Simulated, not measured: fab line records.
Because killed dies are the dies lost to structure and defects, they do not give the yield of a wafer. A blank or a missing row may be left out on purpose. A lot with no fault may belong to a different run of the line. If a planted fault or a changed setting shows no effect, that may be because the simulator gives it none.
A struck lot beside a sound one -- flow sky130 -- 14 out of 708 route steps
Sound: these wafers, L681.2, L681.3, L681.4. Struck: wafers L694.1, L694.3, L694.5. At the end, the cause is stated.
Per side, at each step with rows, come the tool, then ch with its chambers, and then its first start. Under that, the readings that differ: sound wafers -- struck wafers -- difference of the means -- sigmas: that difference in standard deviations of wafers without a fault.
alike: words and numbers the same on both sides, and readings whose means are apart by under 2 such deviations; not compared: readings that were withheld, readings missing a value for some wafer, numbers with overlapping values and no deviation given by the record, and bounds like >300 which may hide the same value.
Wherever a step has rows on one side only, a row that says differs or no value, or a row with sigmas, the two part there. Numbers that have no deviation but don't overlap get no sigmas and don't part them. Lack of a reading on every wafer of one side parts them only where that side has two or more wafers.

SKY_METAL5_STRIP_16: strips in O2/N2.
  sound on plasma-asher-04 ch 0,1, day 44 05:17; struck on plasma-asher-01 ch 1, day 48 00:40
  alike: chamber-pressure-mTorr, drypump-motor-current-A, oes-product-au, strip-time-to-endpoint-s
  not compared: rf-hours-counter-h
then, 3 steps without rows for these wafers: SKY_METAL5_STRIP_17 (strips in post etch residue remover, time 1200 s); SKY_METAL5_CLEAN_18 (cleans in IPA, time 180 s); SKY_METAL5_CLEAN_19 (cleans in O3/DIW).
SKY_PASSIVATION_CVD_00: deposits SiO2, target thk 90 nm.
  sound on pecvd-01 ch 1,2, day 44 05:52; struck on pecvd-04 ch 0,1,2, day 48 01:15
  alike: heater-power-outer-w, heater-power-w, susceptor-temp-C
SKY_PASSIVATION_THK_MEAS_01:
  sound on film-metro-01 at day 44 05:55; struck on film-metro-01 at day 48 01:17
  alike: PASSIVATION_CVD_00_THK
SKY_PASSIVATION_CVD_02: deposits Si3N4, target thk 540 nm.
  sound on pecvd-04 ch 0,1, day 44 05:58; struck on pecvd-01 ch 0,2, day 48 01:20
reading,sound,struck,difference,sigmas
heater-power-outer-w (W),553 496 493,397 315 421,-136,-2
  alike: heater-power-w, susceptor-temp-C
SKY_PASSIVATION_THK_MEAS_03:
  sound on film-metro-04 at day 44 06:11; struck on film-metro-02 at day 48 01:34
  alike: PASSIVATION_CVD_02_THK
then, 4 steps without rows for these wafers: SKY_PASSIVATION_DEHYDRATE_04 (time 60 s); SKY_PASSIVATION_HMDS_05 (prime time 60 s); SKY_PASSIVATION_COAT_06 (resist thk 3000 nm); SKY_PASSIVATION_SOFTBAKE_07.
SKY_PASSIVATION_EXPOSE_08: exposes mask NSM, target cd 3000 nm.
  struck on iline-stepper-02, day 48 09:44; sound on iline-stepper-02 ch 0, day 44 18:02
  no value came back on the struck wafers for exposure-dose-mJ-cm2, focus-offset-nm (nm); on the sound wafers exposure-dose-mJ-cm2 reads 259.76 260.04 259.93
  alike: mask
then, 1 step without rows for these wafers: SKY_PASSIVATION_PEB_09.

== WHERE THEY PART ==
At SKY_PASSIVATION_CVD_02 first; at SKY_PASSIVATION_EXPOSE_08 last (within this record only).

WHY: what the simulator had put in
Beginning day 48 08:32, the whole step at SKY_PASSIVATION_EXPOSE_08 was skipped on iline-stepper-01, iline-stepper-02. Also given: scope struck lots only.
